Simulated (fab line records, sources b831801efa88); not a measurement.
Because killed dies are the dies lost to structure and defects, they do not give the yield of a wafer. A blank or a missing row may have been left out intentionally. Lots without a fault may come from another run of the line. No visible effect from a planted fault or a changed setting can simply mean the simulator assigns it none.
fab line records	flow sky130
[record] lots = 24	wafers = 72	last_day = 50
route steps=708 shown CONTACT@422 METAL1@437 METAL2@485
lots untouched by any fault: they come from a run of this same line in which no faults occurred
start_h: hours from the record's first day to the start of the lot's first wafer shown	wait_h: hours since the lot's step before	" identical to the entry in the row above	L1.1+2: one row covering several wafers at once	- no value, or no start was given	* or withheld: withheld	< > ~ a bound
route shown NAME@n: a module of which the file shows steps, and the number in the route of the first	usual: average and standard deviation across the fault-free wafers	same: alike in all rows	chamber/n: place in a boat	sites: readings site by site	_std_site: standard deviation of those values	_edge_site: inner sites' mean taken away from outer sites' mean	radius_mm: how far each site lies from the wafer's centre	mask NAME#n: copy n	behind: the most recent tool/chamber to have shaped the wafer	hold: reason for holding the lot/hours on hold/outcome of the hold	device: which transistor (n, p or np) failed to switch	end of line: the route-end tests of the same wafers	a step given without rows: its recipe and nothing more	killed: dies that structure and defects cost at the first sort, which is not the same as the wafer's yield	map: the dies of a wafer, with x for killed, . for not killed, _ for no die there
set.NAME: the setting that was run; set.NAME@STEP: the one run at that earlier step	model.NAME: the simulator's own value behind a step, which no gauge read
a sample of lots followed through the steps of the route, with each step as a table and each wafer as a row
services: the hour from which a tool's chamber was out of use, counted from the record's first day as start_h (under 0 if before that day), plus the number of hours and why
[[steps]]
[step SKY_CONTACT_ETCH_16]
[recipe] chemistry = N2/H2	target = BARC	ion_energy_ev = 200	source_w = 500	bias_w = 100	pressure_mtorr = 30	n2_flow_sccm = 100	h2_flow_sccm = 200	stop_on = SiO2	time_s = 45.9	target_depth_a = 600
[usual] drypump_motor_current_A = 5.7/0.48	oes_product_au = 0.855/0.0045	throttle_valve_pct = 13.224/0.0095
lot.wafer	tool	chamber	start_h	wait_h	drypump_motor_current_A	oes_product_au	rf_hours_counter_h	throttle_valve_pct
L074.1	rie_diel-03	1	740.94	0.0	4.9	0.852	11	13.220
L074.5	"	3	"	"	6.1	0.864	-	13.236
L074.6	"	2	"	"	5.7	0.846	-	13.233
L076.2	rie_diel-03	1	747.60	0.0	4.9	0.858	11	13.232
L076.3	"	2	"	"	5.7	0.856	6	13.220
L076.4	"	0	"	"	6.6	0.860	22	13.211
L075.4	rie_diel-04	3	748.38	0.0	5.6	0.849	6	13.224
L075.5	"	1	"	"	5.5	0.850	-	13.242
L075.6	"	2	"	"	5.3	0.850	-	13.240
L077.3	rie_diel-03	2	754.25	0.0	5.7	0.855	6	13.235
L077.5	"	1	"	"	4.9	0.848	-	13.217
L077.6	"	0	"	"	6.6	0.854	-	13.227
L078.3	rie_diel-03	0	772.19	0.0	6.6	0.856	23	13.220
L078.4	"	1	"	"	4.9	0.856	12	13.215
L078.5	"	3	"	"	6.1	0.855	-	13.216
L079.3	rie_diel-03	2	773.60	0.0	5.7	0.859	7	13.210
L079.4	"	1	"	"	4.9	0.857	12	13.213
L079.5	"	0	"	"	6.6	0.854	-	13.211
L080.1	rie_diel-04	3	777.84	0.0	5.6	0.846	7	13.241
L080.3	"	1	"	"	5.5	0.852	14	13.230
L080.5	"	1	"	"	5.5	0.845	-	13.221
L081.4	rie_diel-03	3	781.34	0.0	6.1	0.855	18	13.232
L081.5	"	1	"	"	4.9	0.852	-	13.220
L081.6	"	2	"	"	5.7	0.857	-	13.216
L082.3	rie_diel-03	1	798.85	0.0	4.9	0.853	13	13.221
L082.4	"	1	"	"	4.9	0.855	-	13.225
L082.6	"	0	"	"	6.6	0.848	-	13.207
L083.1	rie_diel-02	0	804.99	0.0	5.8	0.861	8	13.240
L083.2	"	2	"	"	5.9	0.852	24	13.226
L083.6	"	2	"	"	5.9	0.858	-	13.222
L084.1	rie_diel-02	1	809.95	0.0	6.1	0.856	17	13.217
L084.3	"	0	"	"	5.8	0.861	9	13.228
L084.6	"	1	"	"	6.1	0.853	-	13.243
L085.1	rie_diel-03	1	818.49	0.0	4.9	0.850	13	13.213
L085.5	"	0	"	"	6.5	0.860	-	13.211
L085.6	"	3	"	"	6.1	0.857	-	13.213
L086.1	rie_diel-02	2	829.84	0.0	5.9	0.851	25	13.225
L086.3	"	3	"	"	5.9	0.854	1	13.224
L086.4	"	1	"	"	6.1	0.858	18	13.220
L087.1	rie_diel-03	0	835.29	0.0	6.6	0.855	25	13.221
L087.3	"	2	"	"	5.7	0.859	8	13.229
L087.6	"	2	"	"	5.7	0.855	-	13.218
L088.1	rie_diel-04	0	845.28	0.0	5.3	0.850	15	13.226
L088.3	"	2	"	"	5.2	0.849	5	13.222
L088.4	"	3	"	"	5.6	0.850	9	13.227
L089.1	rie_diel-02	1	867.28	0.0	6.1	0.857	19	13.237
L089.4	"	0	"	"	5.8	0.858	11	13.221
L089.5	"	2	"	"	5.9	0.852	-	13.226
L090.2	rie_diel-04	0	871.00	0.0	5.3	0.842	16	13.222
L090.3	"	3	"	"	5.6	0.855	10	13.219
L090.5	"	2	"	"	5.2	0.851	-	13.225
L092.1	rie_diel-04	1	877.29	0.0	5.5	0.857	17	13.220
L092.3	"	2	"	"	5.2	0.863	6	13.222
L092.5	"	1	"	"	5.5	0.851	-	13.222
L091.1	rie_diel-02	2	893.28	0.0	5.9	0.855	0	13.213
L091.3	"	3	"	"	5.9	0.852	3	13.210
L091.5	"	1	"	"	6.1	0.844	-	13.217
L094.3	rie_diel-04	0	894.05	0.0	5.3	0.851	16	13.235
L094.5	"	0	"	"	5.3	0.854	-	13.237
L094.6	"	3	"	"	5.6	0.857	-	13.219
L093.1	rie_diel-03	2	894.43	0.0	5.7	0.854	10	13.216
L093.3	"	1	"	"	4.9	0.853	16	13.226
L093.5	"	3	"	"	6.1	0.857	-	13.219
L096.3	rie_diel-04	0	900.05	0.0	5.3	0.853	17	13.225
L096.4	"	1	"	"	5.5	0.860	18	13.237
L096.5	"	0	"	"	5.3	0.857	-	13.222
L095.2	rie_diel-03	1	900.54	0.0	4.9	0.864	16	13.221
L095.4	"	2	"	"	5.7	0.847	10	13.222
L095.6	"	1	"	"	4.9	0.860	-	13.222
L097.1	rie_diel-04	3	905.79	0.0	5.6	0.856	11	13.229
L097.4	"	1	"	"	5.5	0.848	18	13.241
L097.5	"	3	"	"	5.6	0.860	-	13.229
[step SKY_METAL1_SPUTTER_03]
[recipe] material = Ti	target_thk_nm = 5	power_w = 3000	time_s = 3.3	chamber_pressure_pa = 0.4
[usual] throttle_valve_pct = 29.7/1.2
lot.wafer	tool	chamber	start_h	wait_h	throttle_valve_pct
L074.1	pvd_sputter-03	-	742.39	0.0	32.3
L074.5	"	-	"	"	32.4
L074.6	"	-	"	"	28.2
L076.2	pvd_sputter-01	-	749.06	0.0	31.3
L076.3	"	-	"	"	29.0
L076.4	"	-	"	"	28.2
L075.4	pvd_sputter-03	-	749.84	0.0	32.4
L075.5	"	-	"	"	29.7
L075.6	"	-	"	"	30.8
L077.3	pvd_sputter-01	-	755.71	0.0	28.5
L077.5	"	-	"	"	28.9
L077.6	"	-	"	"	28.5
L078.3	pvd_sputter-01	-	773.71	0.0	28.2
L078.4	"	-	"	"	28.8
L078.5	"	-	"	"	28.1
L079.3	pvd_sputter-01	-	775.05	0.0	28.5
L079.4	"	-	"	"	31.3
L079.5	"	-	"	"	28.3
L080.1	pvd_sputter-01	-	779.30	0.0	29.1
L080.3	"	-	"	"	28.7
L080.5	"	-	"	"	28.3
L081.4	pvd_sputter-02	-	782.87	0.0	30.1
L081.5	"	-	"	"	31.1
L081.6	"	-	"	"	29.6
L082.3	pvd_sputter-02	-	800.29	0.0	29.6
L082.4	"	-	"	"	30.0
L082.6	"	-	"	"	30.0
L083.1	pvd_sputter-02	-	806.44	0.0	31.1
L083.2	"	-	"	"	29.9
L083.6	"	-	"	"	31.0
L084.1	pvd_sputter-02	-	811.77	0.0	30.1
L084.3	"	-	"	"	30.1
L084.6	"	-	"	"	30.0
L085.1	pvd_sputter-01	-	819.97	0.0	28.2
L085.5	"	-	"	"	28.1
L085.6	"	-	"	"	28.5
L086.1	pvd_sputter-02	-	831.33	0.0	30.1
L086.3	"	-	"	"	31.3
L086.4	"	-	"	"	29.7
L087.1	pvd_sputter-02	-	836.74	0.0	29.7
L087.3	"	-	"	"	30.3
L087.6	"	-	"	"	30.0
L088.1	pvd_sputter-01	-	846.80	0.0	28.3
L088.3	"	-	"	"	28.2
L088.4	"	-	"	"	29.1
L089.1	pvd_sputter-03	-	868.74	0.0	29.7
L089.4	"	-	"	"	32.5
L089.5	"	-	"	"	32.6
L090.2	pvd_sputter-03	-	872.46	0.0	29.7
L090.3	"	-	"	"	31.2
L090.5	"	-	"	"	31.1
L092.1	pvd_sputter-03	-	878.75	0.0	30.8
L092.3	"	-	"	"	29.5
L092.5	"	-	"	"	28.2
L091.1	pvd_sputter-01	-	894.72	0.0	29.0
L091.3	"	-	"	"	31.3
L091.5	"	-	"	"	28.3
L094.3	pvd_sputter-02	-	895.50	0.0	30.0
L094.5	"	-	"	"	29.7
L094.6	"	-	"	"	29.9
L093.1	pvd_sputter-01	-	895.87	0.0	28.4
L093.3	"	-	"	"	31.3
L093.5	"	-	"	"	31.3
L096.3	pvd_sputter-02	-	901.50	0.0	30.1
L096.4	"	-	"	"	31.2
L096.5	"	-	"	"	30.2
L095.2	pvd_sputter-01	-	901.99	0.0	28.4
L095.4	"	-	"	"	28.5
L095.6	"	-	"	"	28.7
L097.1	pvd_sputter-01	-	907.24	0.0	29.2
L097.4	"	-	"	"	31.1
L097.5	"	-	"	"	28.3
[step SKY_METAL1_CD_MEAS_15]
[recipe] target_cd_nm = 140
[usual] cd_nm = 140.1/1.1
lot.wafer	tool	chamber	start_h	wait_h	cd_nm
L074.1	cd_sem-01	-	768.91	-	140.2
L074.5	"	-	"	"	140.7
L074.6	"	-	"	"	140.3
L076.2	cd_sem-01	-	775.96	-	138.4
L076.3	"	-	"	"	139.0
L076.4	"	-	"	"	138.7
L075.4	cd_sem-02	-	777.15	-	140.9
L075.5	"	-	"	"	140.9
L075.6	"	-	"	"	141.1
L077.3	cd_sem-02	-	782.18	-	138.9
L077.5	"	-	"	"	139.8
L077.6	"	-	"	"	139.2
L078.3	cd_sem-02	-	800.68	-	140.8
L078.4	"	-	"	"	140.1
L078.5	"	-	"	"	139.7
L079.3	cd_sem-02	-	801.43	-	140.8
L079.4	"	-	"	"	141.3
L079.5	"	-	"	"	139.7
L080.1	cd_sem-01	-	806.09	-	138.7
L080.3	"	-	"	"	138.5
L080.5	"	-	"	"	137.8
L081.4	cd_sem-02	-	809.20	-	142.0
L081.5	"	-	"	"	140.6
L081.6	"	-	"	"	139.5
L082.3	cd_sem-02	-	827.68	-	140.3
L082.4	"	-	"	"	139.3
L082.6	"	-	"	"	140.0
L083.1	cd_sem-02	-	833.69	-	140.7
L083.2	"	-	"	"	140.1
L083.6	"	-	"	"	140.1
L084.1	cd_sem-01	-	837.86	-	141.5
L084.3	"	-	"	"	141.6
L084.6	"	-	"	"	143.0
L085.1	cd_sem-01	-	846.28	-	140.4
L085.5	"	-	"	"	139.9
L085.6	"	-	"	"	140.9
L086.1	cd_sem-01	-	858.21	-	141.6
L086.3	"	-	"	"	141.2
L086.4	"	-	"	"	141.2
L087.1	cd_sem-01	-	862.56	-	138.0
L087.3	"	-	"	"	139.3
L087.6	"	-	"	"	139.1
L088.1	cd_sem-02	-	872.21	-	139.6
L088.3	"	-	"	"	140.2
L088.4	"	-	"	"	138.9
L089.1	cd_sem-01	-	894.09	-	140.8
L089.4	"	-	"	"	141.7
L089.5	"	-	"	"	139.5
L090.2	cd_sem-02	-	898.06	-	139.3
L090.3	"	-	"	"	138.4
L090.5	"	-	"	"	139.4
L092.1	cd_sem-02	-	904.04	-	139.6
L092.3	"	-	"	"	139.1
L092.5	"	-	"	"	140.3
L091.1	cd_sem-01	-	920.11	-	139.9
L091.3	"	-	"	"	139.3
L091.5	"	-	"	"	139.0
L094.3	cd_sem-02	-	920.58	-	140.7
L094.5	"	-	"	"	140.5
L094.6	"	-	"	"	140.1
L093.1	cd_sem-02	-	921.79	-	140.0
L093.3	"	-	"	"	141.1
L093.5	"	-	"	"	139.4
L096.3	cd_sem-01	-	926.28	-	141.3
L096.4	"	-	"	"	142.0
L096.5	"	-	"	"	142.3
L095.2	cd_sem-02	-	927.71	-	140.5
L095.4	"	-	"	"	139.5
L095.6	"	-	"	"	140.3
L097.1	cd_sem-01	-	931.99	-	139.8
L097.4	"	-	"	"	140.3
L097.5	"	-	"	"	141.8
[step SKY_METAL1_DESCUM_17]
[recipe] chemistry = O2	source_power_w = 150	bias_power_w = 0	pressure_mtorr = 10	temp_c = 40	time_s = 8
[usual] drypump_motor_current_A = 5.6/0.4	oes_product_au = 1.000/0.013
lot.wafer	tool	chamber	start_h	wait_h	drypump_motor_current_A	oes_product_au	rf_hours_counter_h
L074.1	rie_metal-04	0	769.06	0.0	5.8	1.014	14
L074.5	"	0	"	"	5.9	1.008	-
L074.6	"	1	"	"	6.0	1.012	-
L076.2	rie_metal-03	1	776.09	0.0	4.7	0.998	2
L076.3	"	0	"	"	5.6	1.021	-
L076.4	"	1	"	"	4.7	1.009	-
L075.4	rie_metal-04	0	777.26	0.0	5.9	0.996	-
L075.5	"	1	"	"	6.0	1.010	-
L075.6	"	0	"	"	5.9	0.996	-
L077.3	rie_metal-04	1	782.30	0.0	6.0	1.017	-
L077.5	"	1	"	"	6.0	1.012	-
L077.6	"	0	"	"	5.9	0.998	-
L078.3	rie_metal-01	0	800.81	0.0	5.9	1.003	-
L078.4	"	1	"	"	5.3	0.995	-
L078.5	"	0	"	"	5.9	1.001	-
L079.3	rie_metal-01	0	801.55	0.0	5.9	0.992	-
L079.4	"	1	"	"	5.3	0.980	-
L079.5	"	1	"	"	5.3	0.997	-
L080.1	rie_metal-01	0	806.25	0.0	5.9	0.996	6
L080.3	"	1	"	"	5.3	0.982	-
L080.5	"	1	"	"	5.3	0.990	-
L081.4	rie_metal-04	1	809.31	0.0	6.0	1.024	-
L081.5	"	0	"	"	5.9	1.010	-
L081.6	"	1	"	"	6.0	1.021	-
L082.3	rie_metal-04	0	827.80	0.0	5.9	1.011	-
L082.4	"	1	"	"	6.0	1.014	-
L082.6	"	0	"	"	5.8	1.015	-
L083.1	rie_metal-01	1	833.85	0.0	5.3	0.995	6
L083.2	"	0	"	"	5.9	0.987	7
L083.6	"	0	"	"	5.9	0.989	-
L084.1	rie_metal-01	1	838.02	0.0	5.3	0.985	6
L084.3	"	0	"	"	5.9	0.993	-
L084.6	"	0	"	"	5.9	0.994	-
L085.1	rie_metal-04	0	846.44	0.0	5.9	1.012	17
L085.5	"	0	"	"	5.9	1.019	-
L085.6	"	1	"	"	6.0	1.017	-
L086.1	rie_metal-01	1	858.37	0.0	5.3	0.983	7
L086.3	"	0	"	"	5.9	0.999	-
L086.4	"	1	"	"	5.3	0.986	-
L087.1	rie_metal-03	0	862.72	0.0	5.6	1.014	14
L087.3	"	1	"	"	4.7	1.012	-
L087.6	"	1	"	"	4.7	1.003	-
L088.1	rie_metal-03	1	872.37	0.0	4.7	1.005	4
L088.3	"	1	"	"	4.7	1.002	-
L088.4	"	0	"	"	5.6	1.016	-
L089.1	rie_metal-01	1	894.24	0.0	5.3	0.962	8
L089.4	"	0	"	"	5.9	0.991	-
L089.5	"	0	"	"	6.0	0.984	-
L090.2	rie_metal-04	0	898.20	0.0	5.9	1.006	-
L090.3	"	0	"	"	5.9	1.001	-
L090.5	"	0	"	"	5.9	1.007	-
L092.1	rie_metal-03	1	904.20	0.0	4.7	1.003	7
L092.3	"	1	"	"	4.7	1.004	-
L092.5	"	1	"	"	4.7	1.005	-
L091.1	rie_metal-01	0	920.27	0.0	5.9	0.993	11
L091.3	"	0	"	"	6.0	0.995	-
L091.5	"	0	"	"	6.0	1.005	-
L094.3	rie_metal-03	0	920.70	0.0	5.6	1.000	-
L094.5	"	0	"	"	5.6	1.004	-
L094.6	"	1	"	"	4.7	1.001	-
L093.1	rie_metal-04	1	921.94	0.0	6.0	1.006	11
L093.3	"	1	"	"	6.0	1.007	-
L093.5	"	1	"	"	6.0	0.999	-
L096.3	rie_metal-01	0	926.40	0.0	5.9	0.999	-
L096.4	"	1	"	"	5.3	0.974	-
L096.5	"	1	"	"	5.3	0.971	-
L095.2	rie_metal-04	1	927.84	0.0	6.0	1.016	12
L095.4	"	0	"	"	5.9	0.999	-
L095.6	"	1	"	"	6.0	1.019	-
L097.1	rie_metal-01	1	932.15	0.0	5.3	0.982	10
L097.4	"	0	"	"	6.0	1.005	-
L097.5	"	0	"	"	5.9	0.991	-
[step SKY_METAL1_ETCH_18]
[recipe] chemistry = N2/H2	target = BARC	ion_energy_ev = 200	bias_w = 100	pressure_mtorr = 30	n2_flow_sccm = 100	h2_flow_sccm = 200	icp_w = 500	stop_on = SiO2	time_s = 45.9	target_depth_a = 600
[usual] drypump_motor_current_A = 5.6/0.4	oes_product_au = 0.855/0.0049	throttle_valve_pct = 13.224/0.0085
lot.wafer	tool	chamber	start_h	wait_h	drypump_motor_current_A	oes_product_au	rf_hours_counter_h	throttle_valve_pct
L074.1	rie_metal-04	0	769.10	0.0	5.9	0.856	14	13.218
L074.5	"	0	"	"	5.9	0.857	-	13.225
L074.6	"	1	"	"	6.0	0.863	-	13.220
L076.2	rie_metal-03	1	776.12	0.0	4.7	0.864	2	13.235
L076.3	"	0	"	"	5.6	0.854	-	13.239
L076.4	"	1	"	"	4.7	0.856	-	13.227
L075.4	rie_metal-04	0	777.30	0.0	5.9	0.860	-	13.236
L075.5	"	1	"	"	6.0	0.855	-	13.222
L075.6	"	0	"	"	5.9	0.847	-	13.224
L077.3	rie_metal-04	1	782.34	0.0	6.0	0.852	-	13.200
L077.5	"	1	"	"	6.0	0.859	-	13.217
L077.6	"	0	"	"	5.9	0.854	-	13.225
L078.3	rie_metal-01	0	800.85	0.0	5.9	0.861	-	13.234
L078.4	"	1	"	"	5.3	0.859	-	13.229
L078.5	"	0	"	"	5.9	0.856	-	13.215
L079.3	rie_metal-01	0	801.59	0.0	5.9	0.860	-	13.222
L079.4	"	1	"	"	5.3	0.855	-	13.218
L079.5	"	1	"	"	5.3	0.855	-	13.222
L080.1	rie_metal-01	0	806.28	0.0	5.9	0.855	6	13.231
L080.3	"	1	"	"	5.3	0.861	-	13.222
L080.5	"	1	"	"	5.3	0.847	-	13.241
L081.4	rie_metal-04	1	809.35	0.0	6.0	0.850	-	13.216
L081.5	"	0	"	"	5.9	0.854	-	13.217
L081.6	"	1	"	"	6.0	0.859	-	13.223
L082.3	rie_metal-04	0	827.84	0.0	5.8	0.849	-	13.230
L082.4	"	1	"	"	6.0	0.850	-	13.216
L082.6	"	0	"	"	5.9	0.856	-	13.228
L083.1	rie_metal-01	1	833.88	0.0	5.3	0.862	6	13.212
L083.2	"	0	"	"	5.9	0.856	7	13.223
L083.6	"	0	"	"	5.9	0.853	-	13.231
L084.1	rie_metal-01	1	838.05	0.0	5.3	0.856	6	13.222
L084.3	"	0	"	"	5.9	0.860	-	13.249
L084.6	"	0	"	"	5.9	0.855	-	13.213
L085.1	rie_metal-04	0	846.47	0.0	5.9	0.857	17	13.216
L085.5	"	0	"	"	5.9	0.860	-	13.233
L085.6	"	1	"	"	6.0	0.861	-	13.223
L086.1	rie_metal-01	1	858.40	0.0	5.3	0.846	7	13.218
L086.3	"	0	"	"	5.9	0.858	-	13.207
L086.4	"	1	"	"	5.3	0.853	-	13.235
L087.1	rie_metal-03	0	862.75	0.0	5.6	0.857	14	13.213
L087.3	"	1	"	"	4.7	0.858	-	13.222
L087.6	"	1	"	"	4.7	0.850	-	13.234
L088.1	rie_metal-03	1	872.40	0.0	4.7	0.856	4	13.227
L088.3	"	1	"	"	4.7	0.845	-	13.239
L088.4	"	0	"	"	5.6	0.849	-	13.220
L089.1	rie_metal-01	1	894.27	0.0	5.3	0.852	8	13.225
L089.4	"	0	"	"	5.9	0.856	-	13.216
L089.5	"	0	"	"	6.0	0.852	-	13.241
L090.2	rie_metal-04	0	898.28	0.1	5.9	0.860	-	13.231
L090.3	"	0	"	"	5.9	0.855	-	13.223
L090.5	"	0	"	"	5.9	0.846	-	13.222
L092.1	rie_metal-03	1	904.23	0.0	4.7	0.856	7	13.232
L092.3	"	1	"	"	4.7	0.856	-	13.218
L092.5	"	1	"	"	4.7	0.847	-	13.234
L091.1	rie_metal-01	0	920.30	0.0	5.9	0.854	11	13.221
L091.3	"	0	"	"	5.9	0.856	-	13.220
L091.5	"	0	"	"	5.9	0.859	-	13.217
L094.3	rie_metal-03	0	920.75	0.0	5.6	0.855	-	13.224
L094.5	"	0	"	"	5.6	0.850	-	13.226
L094.6	"	1	"	"	4.7	0.860	-	13.219
L093.1	rie_metal-04	1	922.01	0.1	6.0	0.852	11	13.220
L093.3	"	1	"	"	6.0	0.852	-	13.219
L093.5	"	1	"	"	6.0	0.857	-	13.238
L096.3	rie_metal-01	0	926.45	0.0	6.0	0.858	-	13.234
L096.4	"	1	"	"	5.3	0.859	-	13.219
L096.5	"	1	"	"	5.3	0.856	-	13.223
L095.2	rie_metal-04	1	927.87	0.0	6.0	0.853	12	13.215
L095.4	"	0	"	"	5.8	0.858	-	13.231
L095.6	"	1	"	"	6.0	0.855	-	13.226
L097.1	rie_metal-01	1	932.18	0.0	5.3	0.855	10	13.229
L097.4	"	0	"	"	5.9	0.850	-	13.209
L097.5	"	0	"	"	5.9	0.860	-	13.220
[step SKY_METAL2_SPUTTER_02]
[recipe] material = AlCu	target_thk_nm = 250	power_w = 10600	time_s = 13.3	chamber_pressure_pa = 0.4
[usual] throttle_valve_pct = 30.1/1.6
lot.wafer	tool	chamber	start_h	wait_h	throttle_valve_pct
L074.1	pvd_sputter-03	-	797.58	0.0	32.5
L074.5	"	-	"	"	31.1
L074.6	"	-	"	"	29.6
L076.2	pvd_sputter-03	-	805.35	0.0	30.8
L076.3	"	-	"	"	29.3
L076.4	"	-	"	"	28.1
L075.4	pvd_sputter-04	-	805.70	0.0	28.1
L075.5	"	-	"	"	30.3
L075.6	"	-	"	"	31.8
L077.3	pvd_sputter-03	-	811.71	0.0	29.7
L077.5	"	-	"	"	29.5
L077.6	"	-	"	"	30.9
L078.3	pvd_sputter-03	-	830.48	0.0	28.2
L078.4	"	-	"	"	28.4
L078.5	"	-	"	"	29.9
L079.3	pvd_sputter-01	-	831.08	0.0	29.1
L079.4	"	-	"	"	28.4
L079.5	"	-	"	"	29.0
L080.1	pvd_sputter-03	-	836.00	0.0	32.4
L080.3	"	-	"	"	29.6
L080.5	"	-	"	"	29.9
L081.4	pvd_sputter-03	-	839.07	0.0	32.4
L081.5	"	-	"	"	29.8
L081.6	"	-	"	"	28.4
L082.3	pvd_sputter-01	-	857.08	0.0	28.1
L082.4	"	-	"	"	31.2
L082.6	"	-	"	"	29.0
L083.1	pvd_sputter-03	-	863.29	0.0	29.3
L083.2	"	-	"	"	30.9
L083.6	"	-	"	"	29.4
L084.1	pvd_sputter-01	-	866.63	0.0	31.3
L084.3	"	-	"	"	29.2
L084.6	"	-	"	"	28.6
L085.1	pvd_sputter-04	-	875.44	0.0	32.5
L085.5	"	-	"	"	31.9
L085.6	"	-	"	"	28.4
L086.1	pvd_sputter-03	-	887.69	0.0	32.7
L086.3	"	-	"	"	29.6
L086.4	"	-	"	"	28.0
L087.1	pvd_sputter-04	-	891.55	0.0	31.9
L087.3	"	-	"	"	30.5
L087.6	"	-	"	"	30.4
L088.1	pvd_sputter-01	-	900.39	0.0	29.1
L088.3	"	-	"	"	31.3
L088.4	"	-	"	"	28.2
L089.1	pvd_sputter-04	-	922.83	0.0	28.3
L089.4	"	-	"	"	30.5
L089.5	"	-	"	"	30.3
L090.2	pvd_sputter-03	-	926.82	0.0	32.5
L090.3	"	-	"	"	31.1
L090.5	"	-	"	"	32.3
L092.1	pvd_sputter-01	-	932.17	0.0	28.9
L092.3	"	-	"	"	28.3
L092.5	"	-	"	"	29.0
L091.1	pvd_sputter-04	-	947.74	0.0	32.4
L091.3	"	-	"	"	31.7
L091.5	"	-	"	"	32.3
L094.3	pvd_sputter-03	-	948.69	0.0	31.0
L094.5	"	-	"	"	29.4
L094.6	"	-	"	"	31.1
L093.1	pvd_sputter-04	-	949.99	0.0	31.6
L093.3	"	-	"	"	28.4
L093.5	"	-	"	"	30.3
L096.3	pvd_sputter-01	-	954.49	0.0	29.3
L096.4	"	-	"	"	28.3
L096.5	"	-	"	"	31.1
L095.2	pvd_sputter-03	-	955.30	0.0	31.0
L095.4	"	-	"	"	30.8
L095.6	"	-	"	"	32.5
L097.1	pvd_sputter-01	-	959.94	0.0	28.3
L097.4	"	-	"	"	31.2
L097.5	"	-	"	"	28.2
[[services]]
tool	chamber	start_h	hours	kind
rie_diel-02	1	735.35	2.2	repair
pvd_sputter-04	-	749.98	5.7	repair
rie_diel-03	-	754.93	0.7	repair
pvd_sputter-03	-	755.24	2.9	repair
rie_diel-04	-	764.06	4.3	repair
pvd_sputter-03	-	771.38	5.6	repair
rie_diel-03	2	787.84	34.4	repair
rie_metal-04	0	790.04	15.7	repair
rie_metal-03	-	800.02	28.1	pm
pvd_sputter-01	-	805.42	8.1	repair
pvd_sputter-01	-	806.62	2.3	repair
pvd_sputter-04	-	838.53	7.8	repair
rie_diel-03	1	852.12	10.9	repair
pvd_sputter-03	-	854.45	6.5	repair
rie_metal-01	-	864.23	1.4	pm
rie_diel-02	-	873.56	0.2	repair
rie_diel-04	1	886.10	2.6	repair
rie_metal-04	1	896.64	3.8	repair
rie_diel-02	0	915.95	1.2	repair
rie_diel-04	2	917.64	2.8	repair
rie_diel-03	1	918.68	7.9	repair
rie_diel-02	3	919.90	4.2	repair
rie_diel-03	1	930.28	11.1	repair
pvd_sputter-01	-	950.32	3.3	repair
[[key]]
fault none
